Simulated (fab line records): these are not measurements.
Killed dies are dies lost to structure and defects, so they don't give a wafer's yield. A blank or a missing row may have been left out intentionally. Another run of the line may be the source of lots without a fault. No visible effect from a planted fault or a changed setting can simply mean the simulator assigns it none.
2 desks, one fault | flow gf180mcu | only its own numbers are on each desk; what lay behind them is given at the end

THE METROLOGY DESK
Lot by lot, what the gauges showed, no matter which tool ran the lot: averages of those sampled wafers that carry a number. If a lot's mean is further than 4 standard deviations from the usual mean, the lot is out of limits and carries the mark OUT (the distance appears in the brackets).
Columns: A = cd nm at GF_V5_CD_MEAS_14, usual 260.3 nm; B = V5_OVL at GF_V5_OVL_MEAS_15, usual -1 nm; C = V5_W_RS at GF_V5_RS_MEAS_24, usual 0.327 ohm/sq
lot  | first seen here | A     | B  | C
L838 | day 28 13:30    | 259.8 | -1 | 0.326
L841 | day 29 22:28    | 259.1 | 1  | 0.323
L850 | day 32 05:31    | 258.0 | 2  | 0.313
L854 | day 33 02:30    | 259.9 | -6 | 0.331
L855 | day 33 08:20    | 261.5 | -3 | 0.330
This desk's finding: nothing out of limits on any of the 5 lots.

AT THE TOOL OWNER'S DESK: cvd w-01
The tool's own readings at GF_V5_CVD_23 (deposits W, target thk 350 nm, time 104.9 s): means of the sampled wafers that have a number, for each lot that ran on this tool. If a lot's mean is further than 4 standard deviations from the usual mean, the lot is out of limits and carries the mark OUT (the distance appears in the brackets).
Columns: A = chamber pressure Torr at GF_V5_CVD_23, usual 40.00 Torr; B = heater power w at GF_V5_CVD_23, usual 867 W; C = susceptor temp C at GF_V5_CVD_23, usual 399.97 C
lot  | first seen here | A               | B   | C
L841 | day 29 23:25    | 39.99           | 954 | 400.02
L850 | day 32 06:28    | 41.31 (+17) OUT | 866 | 400.01
This desk finds L850 out of limits, L850 being first, at day 32 06:28 (chamber pressure Torr at GF_V5_CVD_23). L841: within limits.

TAKEN TOGETHER
At day 32 06:28, on L850, the tool owner's desk was in a position to raise an alarm.
At the metrology desk, nothing out of limits was observed.
The metrology desk has L850 on record, within its limits.
Of the lots named, all ran GF_V5_CVD_23 on cvd w-01.

WHAT HAD BEEN PUT IN BY THE SIMULATOR
cvd w-01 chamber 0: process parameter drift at GF_V5_CVD_23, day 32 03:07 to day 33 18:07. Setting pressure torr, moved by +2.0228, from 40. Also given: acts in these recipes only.
Shown lots that were struck: L850.
Each desk's first reading out of limits, in hours after the fault started: the tool owner's desk, 3.
